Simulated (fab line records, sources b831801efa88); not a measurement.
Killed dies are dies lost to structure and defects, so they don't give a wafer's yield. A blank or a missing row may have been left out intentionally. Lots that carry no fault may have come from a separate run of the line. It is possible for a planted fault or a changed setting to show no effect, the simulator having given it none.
fab line records	flow gf180mcu
[record] lots = 24	wafers = 72	last-day = 34
route steps=602 shown M3@412 M4@457 V4@477 V5@563
lots untouched by any fault: they come from a run of this same line in which no faults occurred
start-h: hours from the record's opening day to when the first of the lot's shown wafers began	wait-h: hours since the lot's step before	" as in the row above	L1.1+2: several wafers, shown together as one row	- no value, or no start given	* or withheld: withheld	< > ~ a bound
route shown NAME@n: a module of which the file shows steps, and the number in the route of the first	usual: mean and standard deviation over wafers with no fault	same: alike in all rows	chamber/n: place in a boat	sites: the reading at each site	_std_site: standard deviation across them	_edge_site: outer sites' mean less inner sites'	radius-mm: how far each site lies from the wafer's centre	mask NAME#n: copy n	behind: tool/chamber where the wafer was last shaped	hold: cause of the lot's hold/its duration in hours/its outcome	device: whichever transistor did not switch (one of n, p or np)	end of line: the same wafers' tests at the end of the route	a step given without rows: its recipe and nothing more	killed: count of dies lost to structure and defects at first sort (not the wafer's yield)	map: dies across one wafer; x = killed, . = not, _ = none there
set.NAME: the run value of the setting; set.NAME@STEP: its run value at that earlier step	model.NAME: the simulator's own value behind a step, which no gauge read
a sample of lots followed through the steps of the route, with each step as a table and each wafer as a row
services: when a tool's chamber went out of use (start-h, in hours from the record's first day, below 0 if earlier), for how many hours, and the reason
[[steps]]
[step GF_M3_SPUTTER_03]
[recipe] material = Ti	target-thk-nm = 10	substrate-temp-c = 300	chamber-pressure-pa = 0.3	power-w = 3000	time-s = 6.7
[usual] cathode-dc-power-W = 3000.0/0.55	throttle-valve-pct = 30.5/1.1
lot.wafer	tool	chamber	start-h	wait-h	cathode-dc-power-W	throttle-valve-pct
L074.2	pvd-sputter-02	-	467.23	0.0	2999.9	30.5
L074.3	"	-	"	"	2999.9	31.3
L074.6	"	-	"	"	2999.7	31.0
L075.2	pvd-sputter-03	-	470.54	0.0	2999.2	29.3
L075.3	"	-	"	"	2999.6	31.6
L075.4	"	-	"	"	2999.9	29.1
L076.1	pvd-sputter-01	-	481.55	0.0	3000.1	30.5
L076.5	"	-	"	"	3000.8	30.3
L076.6	"	-	"	"	3000.1	30.8
L077.3	pvd-sputter-03	-	489.69	0.0	3000.5	30.8
L077.4	"	-	"	"	3000.2	29.4
L077.6	"	-	"	"	3000.0	31.6
L078.2	pvd-sputter-03	-	499.63	0.0	3001.0	29.1
L078.4	"	-	"	"	3001.0	29.3
L078.6	"	-	"	"	2999.7	30.7
L080.3	pvd-sputter-01	-	521.98	0.0	3000.6	32.7
L080.4	"	-	"	"	2999.8	30.8
L080.5	"	-	"	"	2999.9	32.5
L079.2	pvd-sputter-01	-	523.53	0.0	3000.0	32.4
L079.5	"	-	"	"	3000.7	30.6
L079.6	"	-	"	"	2999.8	32.6
L081.3	pvd-sputter-01	-	530.49	0.0	3000.3	32.8
L081.5	"	-	"	"	2999.4	32.7
L081.6	"	-	"	"	2999.8	31.0
L082.2	pvd-sputter-02	-	536.83	0.0	2999.5	28.8
L082.3	"	-	"	"	2998.5	30.1
L082.5	"	-	"	"	2999.7	28.7
L083.2	pvd-sputter-03	-	552.37	0.0	2999.7	29.2
L083.3	"	-	"	"	3000.9	29.2
L083.6	"	-	"	"	2999.5	31.4
L084.3	pvd-sputter-03	-	561.47	0.0	3000.2	29.1
L084.5	"	-	"	"	2999.9	31.1
L084.6	"	-	"	"	2999.2	29.3
L085.1	pvd-sputter-01	-	569.52	0.0	3000.1	30.8
L085.3	"	-	"	"	3001.6	30.6
L085.6	"	-	"	"	3000.4	32.5
L086.1	pvd-sputter-01	-	574.48	0.0	3001.2	30.9
L086.5	"	-	"	"	2999.9	30.8
L086.6	"	-	"	"	3000.2	30.4
L087.1	pvd-sputter-03	-	586.39	0.0	3000.8	31.6
L087.5	"	-	"	"	3000.5	29.2
L087.6	"	-	"	"	3000.0	29.2
L088.3	pvd-sputter-02	-	587.11	0.0	2999.9	28.7
L088.4	"	-	"	"	2999.6	30.4
L088.6	"	-	"	"	3000.2	30.3
L089.1	pvd-sputter-02	-	600.03	0.0	3000.2	29.6
L089.5	"	-	"	"	3001.2	30.9
L089.6	"	-	"	"	2999.9	28.8
L090.3	pvd-sputter-02	-	611.49	0.0	2999.3	31.0
L090.5	"	-	"	"	3000.3	28.9
L090.6	"	-	"	"	2999.8	30.0
L091.4	pvd-sputter-02	-	617.44	0.0	3000.0	31.3
L091.5	"	-	"	"	3001.0	31.0
L091.6	"	-	"	"	3000.1	29.1
L092.3	pvd-sputter-01	-	622.74	0.0	3000.9	30.7
L092.4	"	-	"	"	3000.0	30.5
L092.6	"	-	"	"	2999.9	30.8
L094.2	pvd-sputter-01	-	629.01	0.0	3000.1	30.4
L094.5	"	-	"	"	2998.7	30.4
L094.6	"	-	"	"	3000.0	30.4
L093.1	pvd-sputter-01	-	632.85	0.0	3000.5	30.4
L093.3	"	-	"	"	3000.6	30.8
L093.5	"	-	"	"	3000.3	32.8
L095.2	pvd-sputter-02	-	640.13	0.0	3000.1	29.7
L095.5	"	-	"	"	2999.6	30.3
L095.6	"	-	"	"	3000.0	31.2
L096.1	pvd-sputter-03	-	648.87	0.0	3000.7	29.3
L096.4	"	-	"	"	3000.0	30.9
L096.5	"	-	"	"	2999.9	29.4
L097.1	pvd-sputter-01	-	652.04	0.0	3000.0	33.0
L097.4	"	-	"	"	2999.6	31.0
L097.5	"	-	"	"	2999.1	30.5
[step GF_M4_SPUTTER_01]
[recipe] material = TiN	target-thk-nm = 30	power-w = 6500	time-s = 25	chamber-pressure-pa = 0.4
[usual] cathode-dc-power-W = 6500.0/1.2	throttle-valve-pct = 30.8/0.83
lot.wafer	tool	chamber	start-h	wait-h	cathode-dc-power-W	throttle-valve-pct
L074.2	pvd-sputter-04	-	519.66	0.1	6497.9	31.0
L074.3	"	-	"	"	6497.6	30.9
L074.6	"	-	"	"	6500.4	31.1
L075.2	pvd-sputter-04	-	521.67	0.1	6500.1	31.3
L075.3	"	-	"	"	6500.2	30.7
L075.4	"	-	"	"	6498.8	30.9
L076.1	pvd-sputter-03	-	531.24	0.1	6500.6	31.2
L076.5	"	-	"	"	6499.1	30.6
L076.6	"	-	"	"	6500.5	29.1
L077.3	pvd-sputter-03	-	539.04	0.1	6499.8	30.8
L077.4	"	-	"	"	6499.1	31.5
L077.6	"	-	"	"	6501.7	29.4
L078.2	pvd-sputter-04	-	548.82	0.1	6499.7	30.7
L078.4	"	-	"	"	6497.2	30.8
L078.6	"	-	"	"	6498.4	31.0
L080.3	pvd-sputter-04	-	570.10	0.1	6500.3	31.0
L080.4	"	-	"	"	6500.0	30.8
L080.5	"	-	"	"	6497.8	30.8
L079.2	pvd-sputter-01	-	571.71	0.1	6501.0	30.6
L079.5	"	-	"	"	6498.5	30.4
L079.6	"	-	"	"	6498.9	30.6
L081.3	pvd-sputter-04	-	579.32	0.1	6500.2	31.2
L081.5	"	-	"	"	6500.9	31.1
L081.6	"	-	"	"	6499.1	30.5
L082.2	pvd-sputter-01	-	583.31	0.1	6498.7	32.5
L082.3	"	-	"	"	6501.8	30.9
L082.5	"	-	"	"	6501.0	32.9
L083.2	pvd-sputter-04	-	599.71	0.1	6500.0	30.7
L083.3	"	-	"	"	6499.6	31.2
L083.6	"	-	"	"	6501.0	31.0
L084.3	pvd-sputter-01	-	607.39	0.1	6499.0	31.0
L084.5	"	-	"	"	6499.4	30.4
L084.6	"	-	"	"	6500.2	30.8
L085.1	pvd-sputter-01	-	614.41	0.1	6499.2	30.7
L085.3	"	-	"	"	6499.7	32.6
L085.6	"	-	"	"	6500.0	30.9
L086.1	pvd-sputter-03	-	619.96	0.1	6501.5	30.9
L086.5	"	-	"	"	6498.2	29.4
L086.6	"	-	"	"	6500.7	29.2
L087.1	pvd-sputter-01	-	630.83	0.1	6500.2	30.7
L087.5	"	-	"	"	6497.0	30.5
L087.6	"	-	"	"	6501.4	30.8
L088.3	pvd-sputter-03	-	632.30	0.1	6498.4	29.2
L088.4	"	-	"	"	6501.8	29.4
L088.6	"	-	"	"	6501.8	30.6
L089.1	pvd-sputter-03	-	644.21	0.1	6500.4	30.9
L089.5	"	-	"	"	6499.3	30.7
L089.6	"	-	"	"	6499.1	29.2
L090.3	pvd-sputter-04	-	654.80	0.1	6498.0	30.7
L090.5	"	-	"	"	6502.1	31.0
L090.6	"	-	"	"	6499.5	30.4
L091.4	pvd-sputter-04	-	660.77	0.1	6498.9	30.8
L091.5	"	-	"	"	6498.5	30.9
L091.6	"	-	"	"	6499.0	30.5
L092.3	pvd-sputter-01	-	666.17	0.1	6499.9	30.7
L092.4	"	-	"	"	6500.5	32.5
L092.6	"	-	"	"	6498.7	32.4
L094.2	pvd-sputter-01	-	671.15	0.1	6500.8	30.5
L094.5	"	-	"	"	6500.9	30.9
L094.6	"	-	"	"	6499.3	32.8
L093.1	pvd-sputter-04	-	676.28	0.1	6501.0	30.6
L093.3	"	-	"	"	6501.7	30.8
L093.5	"	-	"	"	6501.7	31.1
L095.2	pvd-sputter-04	-	681.84	0.1	6500.6	31.1
L095.5	"	-	"	"	6500.0	30.7
L095.6	"	-	"	"	6500.4	30.7
L096.1	pvd-sputter-01	-	690.06	0.1	6501.9	31.1
L096.4	"	-	"	"	6500.4	32.6
L096.5	"	-	"	"	6498.2	32.4
L097.1	pvd-sputter-03	-	693.45	0.1	6498.9	31.0
L097.4	"	-	"	"	6500.2	31.4
L097.5	"	-	"	"	6499.3	31.3
[step GF_M4_SPUTTER_03]
[recipe] material = Ti	target-thk-nm = 10	substrate-temp-c = 300	chamber-pressure-pa = 0.3	power-w = 3000	time-s = 6.7
[usual] cathode-dc-power-W = 3000.0/0.52	throttle-valve-pct = 30.8/0.85
lot.wafer	tool	chamber	start-h	wait-h	cathode-dc-power-W	throttle-valve-pct
L074.2	pvd-sputter-04	-	519.72	0.0	3000.0	31.0
L074.3	"	-	"	"	3000.0	30.8
L074.6	"	-	"	"	2999.8	31.1
L075.2	pvd-sputter-04	-	521.73	0.0	3000.3	31.3
L075.3	"	-	"	"	2999.6	31.1
L075.4	"	-	"	"	3000.7	30.6
L076.1	pvd-sputter-03	-	531.30	0.0	3000.6	31.5
L076.5	"	-	"	"	3000.3	30.5
L076.6	"	-	"	"	3000.1	29.1
L077.3	pvd-sputter-03	-	539.10	0.0	3000.2	30.8
L077.4	"	-	"	"	2999.0	31.4
L077.6	"	-	"	"	3000.1	29.2
L078.2	pvd-sputter-04	-	548.88	0.0	2999.0	30.7
L078.4	"	-	"	"	2999.2	30.9
L078.6	"	-	"	"	2997.9	30.7
L080.3	pvd-sputter-04	-	570.16	0.0	2999.7	30.6
L080.4	"	-	"	"	3000.4	30.8
L080.5	"	-	"	"	3000.6	30.8
L079.2	pvd-sputter-01	-	571.77	0.0	2999.9	30.8
L079.5	"	-	"	"	2999.8	30.5
L079.6	"	-	"	"	3000.9	30.9
L081.3	pvd-sputter-04	-	579.38	0.0	3000.0	31.4
L081.5	"	-	"	"	2999.1	31.2
L081.6	"	-	"	"	3000.1	31.0
L082.2	pvd-sputter-01	-	583.37	0.0	3000.5	32.7
L082.3	"	-	"	"	3000.3	30.4
L082.5	"	-	"	"	3000.1	32.8
L083.2	pvd-sputter-04	-	599.77	0.0	3000.3	30.6
L083.3	"	-	"	"	2999.8	30.9
L083.6	"	-	"	"	3000.3	30.7
L084.3	pvd-sputter-01	-	607.45	0.0	2999.1	30.8
L084.5	"	-	"	"	2999.5	30.6
L084.6	"	-	"	"	2999.9	30.6
L085.1	pvd-sputter-01	-	614.47	0.0	3000.6	30.7
L085.3	"	-	"	"	3000.5	32.9
L085.6	"	-	"	"	3000.6	30.8
L086.1	pvd-sputter-03	-	620.02	0.0	2999.6	30.8
L086.5	"	-	"	"	2999.6	29.2
L086.6	"	-	"	"	3000.1	29.3
L087.1	pvd-sputter-01	-	630.89	0.0	3000.4	31.0
L087.5	"	-	"	"	2999.9	30.5
L087.6	"	-	"	"	3000.2	30.8
L088.3	pvd-sputter-03	-	632.37	0.0	3000.5	29.1
L088.4	"	-	"	"	2999.8	29.2
L088.6	"	-	"	"	2999.3	30.8
L089.1	pvd-sputter-03	-	644.27	0.0	2999.4	30.7
L089.5	"	-	"	"	2999.8	30.9
L089.6	"	-	"	"	3000.2	29.2
L090.3	pvd-sputter-04	-	654.87	0.0	2999.6	30.6
L090.5	"	-	"	"	3001.1	31.3
L090.6	"	-	"	"	3000.6	30.9
L091.4	pvd-sputter-04	-	660.83	0.0	2999.9	31.0
L091.5	"	-	"	"	3000.0	30.5
L091.6	"	-	"	"	2999.9	31.1
L092.3	pvd-sputter-01	-	666.23	0.0	3001.0	30.9
L092.4	"	-	"	"	2999.7	32.7
L092.6	"	-	"	"	3001.1	32.7
L094.2	pvd-sputter-01	-	671.21	0.0	3000.0	30.5
L094.5	"	-	"	"	2999.3	30.5
L094.6	"	-	"	"	3000.1	32.6
L093.1	pvd-sputter-04	-	676.34	0.0	2999.8	30.9
L093.3	"	-	"	"	2999.6	30.6
L093.5	"	-	"	"	2999.4	30.8
L095.2	pvd-sputter-04	-	681.90	0.0	2999.4	31.1
L095.5	"	-	"	"	3000.3	30.9
L095.6	"	-	"	"	2999.5	30.8
L096.1	pvd-sputter-01	-	690.12	0.0	3000.4	30.9
L096.4	"	-	"	"	3000.7	32.6
L096.5	"	-	"	"	3000.6	32.6
L097.1	pvd-sputter-03	-	693.51	0.0	3000.5	30.6
L097.4	"	-	"	"	3000.0	31.6
L097.5	"	-	"	"	2999.8	31.5
[step GF_V4_THK_MEAS_01]
[recipe] reads = SiO2_of_V4_CVD_00
[usual] V4_CVD_00_THK = 599/7
lot.wafer	tool	chamber	start-h	wait-h	V4_CVD_00_THK[nm]
L074.2	film-metro-01	-	543.82	0.0	609
L074.3	"	-	"	"	616
L074.6	"	-	"	"	615
L075.2	film-metro-04	-	545.60	0.0	606
L075.3	"	-	"	"	588
L075.4	"	-	"	"	602
L076.1	film-metro-04	-	554.65	0.0	590
L076.5	"	-	"	"	601
L076.6	"	-	"	"	596
L077.3	film-metro-01	-	563.58	0.1	605
L077.4	"	-	"	"	603
L077.6	"	-	"	"	593
L078.2	film-metro-01	-	571.88	0.0	598
L078.4	"	-	"	"	598
L078.6	"	-	"	"	607
L080.3	film-metro-02	-	592.69	0.1	603
L080.4	"	-	"	"	607
L080.5	"	-	"	"	605
L079.2	film-metro-04	-	594.50	0.0	592
L079.5	"	-	"	"	607
L079.6	"	-	"	"	596
L081.3	film-metro-01	-	601.92	0.1	603
L081.5	"	-	"	"	602
L081.6	"	-	"	"	603
L082.2	film-metro-01	-	605.65	0.0	593
L082.3	"	-	"	"	597
L082.5	"	-	"	"	596
L083.2	film-metro-01	-	621.66	0.0	595
L083.3	"	-	"	"	598
L083.6	"	-	"	"	596
L084.3	film-metro-01	-	628.69	0.1	599
L084.5	"	-	"	"	601
L084.6	"	-	"	"	600
L085.1	film-metro-04	-	635.60	0.0	599
L085.3	"	-	"	"	587
L085.6	"	-	"	"	608
L086.1	film-metro-02	-	641.06	0.0	595
L086.5	"	-	"	"	602
L086.6	"	-	"	"	602
L087.1	film-metro-01	-	651.63	0.0	596
L087.5	"	-	"	"	591
L087.6	"	-	"	"	591
L088.3	film-metro-02	-	653.18	0.1	589
L088.4	"	-	"	"	604
L088.6	"	-	"	"	606
L089.1	film-metro-02	-	665.13	0.0	589
L089.5	"	-	"	"	591
L089.6	"	-	"	"	597
L090.3	film-metro-01	-	675.41	0.1	605
L090.5	"	-	"	"	602
L090.6	"	-	"	"	602
L091.4	film-metro-01	-	681.17	0.0	602
L091.5	"	-	"	"	589
L091.6	"	-	"	"	596
L092.3	film-metro-04	-	686.47	0.1	596
L092.4	"	-	"	"	598
L092.6	"	-	"	"	615
L094.2	film-metro-01	-	690.99	0.0	599
L094.5	"	-	"	"	608
L094.6	"	-	"	"	595
L093.1	film-metro-04	-	695.90	0.0	594
L093.3	"	-	"	"	590
L093.5	"	-	"	"	604
L095.2	film-metro-02	-	701.46	0.0	598
L095.5	"	-	"	"	587
L095.6	"	-	"	"	597
L096.1	film-metro-02	-	709.50	0.0	599
L096.4	"	-	"	"	613
L096.5	"	-	"	"	607
L097.1	film-metro-02	-	712.04	0.0	591
L097.4	"	-	"	"	590
L097.5	"	-	"	"	594
[step GF_V4_CMP_26]
[recipe] stop-on = SiO2	down-force-psi = 3.5	platen-rpm = 60	t-overpolish-s = 15	target-thk-nm = 0	pad-velocity-m-s = 0.94248
[usual] motor-current-A = 11.0/1.2	overpolish-run-s = 14.999/0.0089	slurry-filter-dp-kPa = 13.48/0.13	time-to-endpoint-s = 86/3.7
lot.wafer	tool	chamber	start-h	wait-h	motor-current-A	overpolish-run-s	slurry-filter-dp-kPa	time-to-endpoint-s
L074.2	cmp-01	1	569.45	0.1	11.4	15.001	13.56	88
L074.3	"	3	"	"	13.2	15.007	13.58	92
L074.6	"	0	"	"	9.5	15.006	13.54	86
L075.4	cmp-02	0	569.46	0.1	13.1	15.018	13.47	83
L075.3	"	1	"	"	9.6	14.995	13.25	86
L075.2	"	2	"	"	9.6	14.994	13.35	86
L076.1	cmp-01	2	578.59	0.1	11.3	15.014	13.48	88
L076.5	"	2	"	"	11.1	15.009	13.59	88
L076.6	"	3	"	"	12.8	15.010	13.36	88
L077.4	cmp-01	3	587.23	0.0	12.1	14.987	13.41	85
L077.3	"	0	"	"	9.1	15.000	13.27	86
L077.6	"	3	"	"	12.6	14.996	13.48	89
L078.4	cmp-02	0	595.57	0.1	12.8	15.002	13.39	76
L078.2	"	2	"	"	10.5	14.993	13.50	85
L078.6	"	0	"	"	13.5	14.989	13.43	78
L080.4	cmp-01	2	615.54	0.1	10.3	14.995	13.64	85
L080.3	"	3	"	"	12.7	15.017	13.65	84
L080.5	"	0	"	"	9.6	14.996	13.43	83
L079.2	cmp-01	3	617.49	0.2	12.7	14.991	13.70	91
L079.6	"	0	"	"	9.5	15.000	13.38	86
L079.5	"	1	"	"	12.0	15.007	13.45	88
L081.3	cmp-02	0	624.26	0.2	12.1	15.003	13.58	79
L081.5	"	1	"	"	9.7	14.998	13.66	84
L081.6	"	2	"	"	10.1	14.996	13.32	87
L082.2	cmp-02	2	628.34	0.1	10.1	14.996	13.36	82
L082.3	"	3	"	"	11.6	14.997	13.47	81
L082.5	"	2	"	"	10.2	15.017	13.65	81
L083.3	cmp-02	1	643.46	0.0	9.2	14.993	13.52	92
L083.2	"	2	"	"	9.9	15.000	13.46	86
L083.6	"	2	"	"	10.0	15.006	13.26	87
L084.3	cmp-02	2	650.30	0.2	10.0	14.996	13.62	89
L084.6	"	3	"	"	12.2	15.008	13.62	86
L084.5	"	0	"	"	11.9	15.005	13.42	80
L085.3	cmp-02	1	657.35	0.1	9.3	14.988	13.35	90
L085.1	"	2	"	"	10.0	15.000	13.36	83
L085.6	"	3	"	"	11.4	14.995	13.48	86
L086.1	cmp-01	3	663.34	0.2	12.3	15.000	13.61	83
L086.6	"	0	"	"	9.8	15.018	13.39	84
L086.5	"	1	"	"	11.8	15.007	13.48	83
L087.1	cmp-01	0	672.61	0.1	9.4	15.001	13.23	90
L087.6	"	0	"	"	9.1	15.000	13.51	85
L087.5	"	1	"	"	11.8	14.988	13.44	87
L088.4	cmp-01	3	674.23	0.1	12.1	14.983	13.74	85
L088.3	"	0	"	"	9.7	15.000	13.33	83
L088.6	"	3	"	"	12.5	14.993	13.20	86
L089.1	cmp-02	0	686.17	0.1	12.9	15.003	13.46	82
L089.6	"	3	"	"	11.2	15.022	13.52	85
L089.5	"	0	"	"	12.9	14.998	13.62	81
L090.3	cmp-01	1	696.21	0.1	11.2	14.989	13.42	86
L090.6	"	3	"	"	12.6	15.007	13.55	87
L090.5	"	0	"	"	9.7	14.998	13.70	89
L091.4	cmp-01	0	701.93	0.1	10.1	14.999	13.63	89
L091.5	"	3	"	"	13.0	15.007	13.41	92
L091.6	"	0	"	"	10.0	15.009	13.19	89
L092.4	cmp-02	1	706.63	0.0	9.3	15.002	13.66	91
L092.3	"	3	"	"	11.2	14.995	13.32	86
L092.6	"	1	"	"	9.5	14.996	13.64	95
L094.2	cmp-02	1	711.20	0.1	9.4	14.998	13.25	91
L094.6	"	0	"	"	12.5	14.983	13.54	87
L094.5	"	1	"	"	9.1	15.011	13.45	91
L093.1	cmp-02	0	716.54	0.1	12.7	15.017	13.53	85
L093.3	"	1	"	"	9.3	15.008	13.64	94
L093.5	"	3	"	"	11.5	14.995	13.51	90
L095.2	cmp-02	2	721.36	0.0	10.6	14.995	13.42	86
L095.6	"	2	"	"	10.2	15.008	13.74	84
L095.5	"	3	"	"	11.5	14.983	13.66	82
L096.4	cmp-02	2	729.68	0.0	10.1	14.998	13.59	87
L096.1	"	1	"	"	9.2	14.986	13.60	93
L096.5	"	2	"	"	10.5	14.997	13.35	96
L097.1	cmp-02	1	732.00	0.1	9.1	15.004	13.55	89
L097.4	"	2	"	"	10.2	15.001	13.47	88
L097.5	"	1	"	"	9.3	14.997	13.18	92
[step GF_V5_CVD_23]
[recipe] material = W	target-thk-nm = 350	time-s = 104.9	temp-c = 400	pressure-torr = 40
[usual] heater-power-w = 886/52
lot.wafer	tool	chamber	start-h	wait-h	heater-power-w
L074.2	cvd-w-02	0	635.50	0.0	815
L074.3	"	0	"	"	812
L074.6	"	0	"	"	800
L075.2	cvd-w-01	0	635.86	0.0	926
L075.3	"	0	"	"	917
L075.4	"	1	"	"	915
L076.1	cvd-w-02	1	644.20	0.0	884
L076.5	"	1	"	"	898
L076.6	"	0	"	"	795
L077.3	cvd-w-01	1	652.05	0.1	909
L077.4	"	0	"	"	919
L077.6	"	0	"	"	915
L078.2	cvd-w-01	1	660.27	0.0	935
L078.4	"	0	"	"	929
L078.6	"	0	"	"	928
L080.3	cvd-w-01	0	679.05	0.1	925
L080.4	"	1	"	"	921
L080.5	"	0	"	"	941
L079.2	cvd-w-01	1	680.05	0.0	925
L079.5	"	1	"	"	922
L079.6	"	0	"	"	930
L081.3	cvd-w-02	0	686.92	0.1	796
L081.5	"	1	"	"	906
L081.6	"	0	"	"	816
L082.2	cvd-w-02	0	689.74	0.0	818
L082.3	"	1	"	"	899
L082.5	"	1	"	"	883
L083.2	cvd-w-02	1	704.01	0.0	891
L083.3	"	0	"	"	784
L083.6	"	1	"	"	894
L084.3	cvd-w-01	0	709.13	0.1	939
L084.5	"	0	"	"	936
L084.6	"	1	"	"	918
L085.1	cvd-w-02	0	716.62	0.0	812
L085.3	"	0	"	"	820
L085.6	"	1	"	"	891
L086.1	cvd-w-01	1	723.07	0.0	901
L086.5	"	0	"	"	938
L086.6	"	1	"	"	917
L087.1	cvd-w-02	0	731.05	0.0	812
L087.5	"	0	"	"	811
L087.6	"	1	"	"	893
L088.3	cvd-w-02	0	732.29	0.1	806
L088.4	"	1	"	"	928
L088.6	"	1	"	"	908
L089.1	cvd-w-01	1	743.82	0.0	923
L089.5	"	1	"	"	909
L089.6	"	0	"	"	930
L090.3	cvd-w-02	1	753.34	0.1	883
L090.5	"	1	"	"	883
L090.6	"	0	"	"	794
L091.4	cvd-w-01	1	758.07	0.1	928
L091.5	"	1	"	"	936
L091.6	"	1	"	"	910
L092.3	cvd-w-01	1	762.73	0.1	932
L092.4	"	1	"	"	916
L092.6	"	1	"	"	914
L094.2	cvd-w-02	1	765.90	0.0	895
L094.5	"	1	"	"	875
L094.6	"	0	"	"	817
L093.1	cvd-w-01	1	770.62	0.0	927
L093.3	"	1	"	"	939
L093.5	"	1	"	"	903
L095.2	cvd-w-02	1	774.18	0.0	894
L095.5	"	0	"	"	804
L095.6	"	1	"	"	921
L096.1	cvd-w-01	1	783.05	0.0	938
L096.4	"	0	"	"	899
L096.5	"	1	"	"	921
L097.1	cvd-w-02	0	784.80	0.0	810
L097.4	"	0	"	"	797
L097.5	"	0	"	"	819
[[services]]
tool	chamber	start-h	hours	kind
cvd-w-01	-	461.11	6.9	pm
cmp-02	-	463.98	0.7	repair
pvd-sputter-01	-	491.50	10.0	repair
cvd-w-02	0	496.84	13.2	repair
pvd-sputter-03	-	546.01	3.2	repair
cmp-02	-	557.04	1.0	repair
pvd-sputter-03	-	574.42	1.6	repair
cvd-w-01	-	593.45	1.2	repair
pvd-sputter-03	-	594.66	24.6	repair
cmp-02	-	597.96	0.6	repair
cmp-02	-	636.12	1.1	repair
cmp-02	-	673.86	3.0	pm
cmp-02	-	683.81	2.1	repair
cvd-w-01	-	698.31	6.0	pm
pvd-sputter-04	-	719.15	1.1	repair
cmp-02	-	721.73	1.2	repair
cvd-w-02	-	725.51	2.8	pm
cvd-w-01	1	726.52	10.7	repair
cmp-02	-	743.56	6.2	repair
cvd-w-01	0	748.30	18.3	repair
cmp-02	-	749.75	4.0	pm
pvd-sputter-03	-	754.93	12.0	repair
cvd-w-01	0	768.26	5.2	repair
cvd-w-02	1	781.06	14.4	repair
[[key]]
fault none
